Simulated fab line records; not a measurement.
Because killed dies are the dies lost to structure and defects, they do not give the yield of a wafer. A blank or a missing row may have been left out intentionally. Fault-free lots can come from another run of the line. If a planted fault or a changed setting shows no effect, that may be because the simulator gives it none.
8D (eight disciplines) problem report, filled in by code    flow gf180mcu    the parts of the form that need people (team, actions taken, sign-off) are left out

== 1. THE ISSUE ==
bias-w at GF_POLY_GATE_ETCH_13 reads a mean of 96.15 W on 6 wafers of 2 lots; wafers without a fault read 100.01 W with a standard deviation of 0.29. Relative to the usual mean, that is a shift of -13 standard deviations.
The step: etches poly-Si in HBr/Cl2, stops on SiO2, target depth 198.5 nm, time 69.6 s.
Earliest sighting: wafer L648.2 on rie-si-02 at day 13 02:31. At this step, 39 wafers from 13 lots have a number in the record. Rule for "out" (also "out of limits"): further than 4 standard deviations from the usual mean. The rest of the wafers with a number are treated as sound.

== 2. WHAT IT IS, AND WHAT IT ISN'T ==
question                     is                      is not
which readings at this step  bias-w                  HBr_flow_sccm, oes-product-au, throttle-valve-pct
which lots                   L648, L649              L635, L638, L639, L642, L644, L645, L646, L651, L656, L657, L658
which wafers of those lots   all that have a number  -
read on which tools          rie-si-02               rie-si-01
when                         from day 13 02:31       up to then (21 sound wafers); but 12 sound wafers of L651, L656, L657, L658 came after

== 3. WHAT RULES OUT EACH SUSPECT ==
Counting: a tool at any process step up to the reading remains a suspect when it ran all the lots that are out and ran no sound lot after the first of those.
- rie-si-02 at GF_POLY_GATE_ETCH_13 (etches poly-Si in HBr/Cl2, stops on SiO2, target depth 198.5 nm, time 69.6 s): kept. It processed each lot that is out, first L648 at day 13 02:31, and no sound lot thereafter; up to then, the last sound lot it processed was L646 at day 12 15:47. Out on those wafers are its own readings of bias-w.
Left after counting: rie-si-02 at GF_POLY_GATE_ETCH_13.

== 4. THE CAUSE (what the simulator had put in) ==
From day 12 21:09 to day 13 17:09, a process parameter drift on rie-si-02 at GF_POLY_GATE_ETCH_13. A move of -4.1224 in setting bias-w, from 100. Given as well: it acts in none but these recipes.
Counting left only this tool.

== 5. THE CHAIN OF EFFECTS, in route order ==
Each row: a reading where the mean over the struck wafers with a number is more than 3 standard deviations away from the usual. Scope: only readings with a usual standard deviation given in the record; hours: median across lots of the time from each lot's start at the first step in this table that gives one to its start at this step; sigmas: change in usual standard deviations.
hours  step                  reading  usual     on struck wafers  change  sigmas
0      GF_POLY_GATE_ETCH_13  bias-w   100.01 W  96.15             -3.86   -13
The process steps in it:
- GF_POLY_GATE_ETCH_13: etches poly-Si in HBr/Cl2, stops on SiO2, target depth 198.5 nm, time 69.6 s.
Later measuring or inspecting steps at which every struck wafer that the step has a row for has a number for every such reading, and none has moved that far: GF_HV_LDD_OVL_MEAS_08.

== 6. WHAT WOULD HAVE CAUGHT IT SOONER ==
In this record no reading fell out of limits until day 13 02:31, 5 hours after the fault had begun at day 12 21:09.
